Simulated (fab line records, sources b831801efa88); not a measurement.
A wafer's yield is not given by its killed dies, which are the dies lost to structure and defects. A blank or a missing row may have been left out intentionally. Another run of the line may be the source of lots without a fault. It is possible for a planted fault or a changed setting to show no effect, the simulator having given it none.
The tool behind it: which one? :: flow sfqLine :: Sampling: 14 lots, 42 wafers, 4 of 325 route steps

## WHAT THE GAUGES READ, wafer by wafer
SFQ_M3_RS_MEAS_919: a four-point-probe measurement.
lot: L239
measured: day 43 11:11
on: filmMetro-04
M3_NB_RS (ohm/sq): 0.883 0.892 0.881

lot: L240
measured: day 43 18:13
on: filmMetro-03
M3_NB_RS (ohm/sq): 0.901 0.912 0.901

lot: L241
measured: day 44 11:52
on: filmMetro-01
M3_NB_RS (ohm/sq): 0.893 0.889 0.905

lot: L242
measured: day 44 19:02
on: filmMetro-01
M3_NB_RS (ohm/sq): 0.888 0.897 0.892

lot: L247
measured: day 46 19:18
on: filmMetro-04
M3_NB_RS (ohm/sq): 0.441 0.441 0.439

lot: L248
measured: day 47 03:37
on: filmMetro-01
M3_NB_RS (ohm/sq): 0.449 0.446 0.444

lot: L255
measured: day 49 11:52
on: filmMetro-03
M3_NB_RS (ohm/sq): 0.892 0.892 0.890

lot: L256
measured: day 49 22:28
on: filmMetro-04
M3_NB_RS (ohm/sq): 0.902 0.891 0.893

lot: L257
measured: day 50 11:47
on: filmMetro-03
M3_NB_RS (ohm/sq): 0.884 0.874 0.877

lot: L258
measured: day 51 07:07
on: filmMetro-04
M3_NB_RS (ohm/sq): 0.893 0.896 0.889

lot: L259
measured: day 51 13:10
on: filmMetro-04
M3_NB_RS (ohm/sq): 0.890 0.888 0.891

lot: L260
measured: day 51 20:57
on: filmMetro-01
M3_NB_RS (ohm/sq): 0.885 0.899 0.891

lot: L261
measured: day 52 06:06
on: filmMetro-04
M3_NB_RS (ohm/sq): 0.890 0.892 0.891

lot: L262
measured: day 52 13:16
on: filmMetro-04
M3_NB_RS (ohm/sq): 0.892 0.885 0.897

SFQ_M3_OVL_MEAS_921.
lot: L239
measured: day 43 16:56
on: overlay-02
M3_OVL (nm): 4 11 6

lot: L240
measured: day 43 20:39
on: overlay-01
M3_OVL (nm): -4 -7 -4

lot: L241
measured: day 44 15:10
on: overlay-01
M3_OVL (nm): -4 -3 -5

lot: L242
measured: day 44 21:28
on: overlay-02
M3_OVL (nm): -1 4 -1

lot: L247
measured: day 46 21:41
on: overlay-01
M3_OVL (nm): 5 9 5

lot: L248
measured: day 47 06:03
on: overlay-01
M3_OVL (nm): 0 -5 -5

lot: L255
measured: day 55 07:03
on: overlay-02
M3_OVL (nm): -7 -4 2

lot: L256
measured: day 55 16:47
on: overlay-01
M3_OVL (nm): 6 9 8

lot: L257
measured: day 56 04:47
on: overlay-02
M3_OVL (nm): 5 3 -1

lot: L258
measured: day 56 17:59
on: overlay-02
M3_OVL (nm): 1 -2 7

lot: L259
measured: day 57 02:31
on: overlay-02
M3_OVL (nm): -1 -4 2

lot: L260
measured: day 57 09:43
on: overlay-01
M3_OVL (nm): -5 -4 -4

lot: L261
measured: day 57 18:14
on: overlay-02
M3_OVL (nm): 0 -5 -4

lot: L262
measured: day 58 02:38
on: overlay-01
M3_OVL (nm): -3 -7 -4

## EACH LOT AND THE TOOL THAT RAN IT (in order: tool; ch and the chambers of the sampled wafers; start)
lot: L239
SFQ_TRILAYER_I2_METRO_MEASURE_065: filmMetro-03, day 38 01:13
SFQ_TRILAYER_M3_DEP_SPUTTER_073: pvdSputter-03, day 43 11:06

lot: L240
SFQ_TRILAYER_I2_METRO_MEASURE_065: filmMetro-03, day 38 09:13
SFQ_TRILAYER_M3_DEP_SPUTTER_073: pvdSputter-04, day 43 18:08

lot: L241
SFQ_TRILAYER_I2_METRO_MEASURE_065: filmMetro-04, day 39 00:25
SFQ_TRILAYER_M3_DEP_SPUTTER_073: pvdSputter-06, day 44 11:45

lot: L242
SFQ_TRILAYER_I2_METRO_MEASURE_065: filmMetro-04, day 39 04:13
SFQ_TRILAYER_M3_DEP_SPUTTER_073: pvdSputter-06, day 44 18:57

lot: L247
SFQ_TRILAYER_I2_METRO_MEASURE_065: filmMetro-02, day 40 23:47
SFQ_TRILAYER_M3_DEP_SPUTTER_073: pvdSputter-06, day 46 18:52

lot: L248
SFQ_TRILAYER_I2_METRO_MEASURE_065: filmMetro-03, day 41 09:10
SFQ_TRILAYER_M3_DEP_SPUTTER_073: pvdSputter-04, day 47 03:16

lot: L255
SFQ_TRILAYER_I2_METRO_MEASURE_065: filmMetro-02, day 43 11:26
SFQ_TRILAYER_M3_DEP_SPUTTER_073: pvdSputter-06, day 49 11:47

lot: L256
SFQ_TRILAYER_I2_METRO_MEASURE_065: filmMetro-04, day 43 22:56
SFQ_TRILAYER_M3_DEP_SPUTTER_073: pvdSputter-03, day 49 22:23

lot: L257
SFQ_TRILAYER_I2_METRO_MEASURE_065: filmMetro-02, day 44 11:57
SFQ_TRILAYER_M3_DEP_SPUTTER_073: pvdSputter-06, day 50 11:42

lot: L258
SFQ_TRILAYER_I2_METRO_MEASURE_065: filmMetro-02, day 45 08:57
SFQ_TRILAYER_M3_DEP_SPUTTER_073: pvdSputter-06, day 51 07:02

lot: L259
SFQ_TRILAYER_I2_METRO_MEASURE_065: filmMetro-03, day 45 17:09
SFQ_TRILAYER_M3_DEP_SPUTTER_073: pvdSputter-03, day 51 13:02

lot: L260
SFQ_TRILAYER_I2_METRO_MEASURE_065: filmMetro-03, day 46 00:09
SFQ_TRILAYER_M3_DEP_SPUTTER_073: pvdSputter-06, day 51 20:50

lot: L261
SFQ_TRILAYER_I2_METRO_MEASURE_065: filmMetro-02, day 46 08:21
SFQ_TRILAYER_M3_DEP_SPUTTER_073: pvdSputter-03, day 52 05:57

lot: L262
SFQ_TRILAYER_I2_METRO_MEASURE_065: filmMetro-03, day 46 17:57
SFQ_TRILAYER_M3_DEP_SPUTTER_073: pvdSputter-04, day 52 13:09
- SFQ_TRILAYER_I2_METRO_MEASURE_065
- SFQ_TRILAYER_M3_DEP_SPUTTER_073: material Nb, target thk 200 nm, time 133.3 s.

## WHAT THE TOOLS THEMSELVES READ (means of the sampled wafers that have a number; where no wafer has one, the mark that the record gives instead)
SFQ_TRILAYER_I2_METRO_MEASURE_065.
lot: L239
tool: filmMetro-03
thkNm (nm): 200.5

lot: L240
tool: filmMetro-03
thkNm (nm): 201.1

lot: L241
tool: filmMetro-04
thkNm (nm): 198.7

lot: L242
tool: filmMetro-04
thkNm (nm): 200.7

lot: L247
tool: filmMetro-02
thkNm (nm): 199.9

lot: L248
tool: filmMetro-03
thkNm (nm): 199.7

lot: L255
tool: filmMetro-02
thkNm (nm): 199.4

lot: L256
tool: filmMetro-04
thkNm (nm): 200.7

lot: L257
tool: filmMetro-02
thkNm (nm): 198.3

lot: L258
tool: filmMetro-02
thkNm (nm): 199.0

lot: L259
tool: filmMetro-03
thkNm (nm): 200.3

lot: L260
tool: filmMetro-03
thkNm (nm): 201.1

lot: L261
tool: filmMetro-02
thkNm (nm): 199.8

lot: L262
tool: filmMetro-03
thkNm (nm): 199.7

SFQ_TRILAYER_M3_DEP_SPUTTER_073.
lot: L239
tool: pvdSputter-03
throttleValvePct (%): 30.2

lot: L240
tool: pvdSputter-04
throttleValvePct (%): 29.4

lot: L241
tool: pvdSputter-06
throttleValvePct (%): 28.9

lot: L242
tool: pvdSputter-06
throttleValvePct (%): 30.1

lot: L247
tool: pvdSputter-06
throttleValvePct (%): 30.4

lot: L248
tool: pvdSputter-04
throttleValvePct (%): 29.9

lot: L255
tool: pvdSputter-06
throttleValvePct (%): 30.1

lot: L256
tool: pvdSputter-03
throttleValvePct (%): 29.4

lot: L257
tool: pvdSputter-06
throttleValvePct (%): 28.8

lot: L258
tool: pvdSputter-06
throttleValvePct (%): 29.9

lot: L259
tool: pvdSputter-03
throttleValvePct (%): 29.8

lot: L260
tool: pvdSputter-06
throttleValvePct (%): 29.8

lot: L261
tool: pvdSputter-03
throttleValvePct (%): 29.6

lot: L262
tool: pvdSputter-04
throttleValvePct (%): 29.2

## THE ANSWER, worked out from the rows above alone
Rule: the lots themselves supply what counts as usual. The widest of any qualifying gaps counts: lots, ordered by their means at a reading, are off when they make up no more than a third of the lots, leave a main group of 4 or more, and stand apart from it by 3 or more times the standard deviation of that group's means. A main group is skipped when, at the precision printed for the reading in the tables above, its means are all equal. A lot without any number at a reading at which 4 lots or more have one is off too. Any other lot the step has rows for is counted as sound. After the gauges, taken in route order, come the tools' own readings; for these a lot's mean is taken, as printed above. The first step at which some lot is off is used, and at that step the reading that is off furthest; a lot without a number counts as furthest.
Off: at SFQ_M3_RS_MEAS_919 (M3_NB_RS), L247, L248. For the main group the mean is 0.892 ohm/sq and the standard deviation 0.0059.
If a tool, at a process step before that reading, ran all the lots that are off and no sound lot after the first of them, it fits. Those tools and the gauges at SFQ_M3_RS_MEAS_919 are tried in the same way. None of those tried fits.

## WHAT THE SIMULATOR PUT IN
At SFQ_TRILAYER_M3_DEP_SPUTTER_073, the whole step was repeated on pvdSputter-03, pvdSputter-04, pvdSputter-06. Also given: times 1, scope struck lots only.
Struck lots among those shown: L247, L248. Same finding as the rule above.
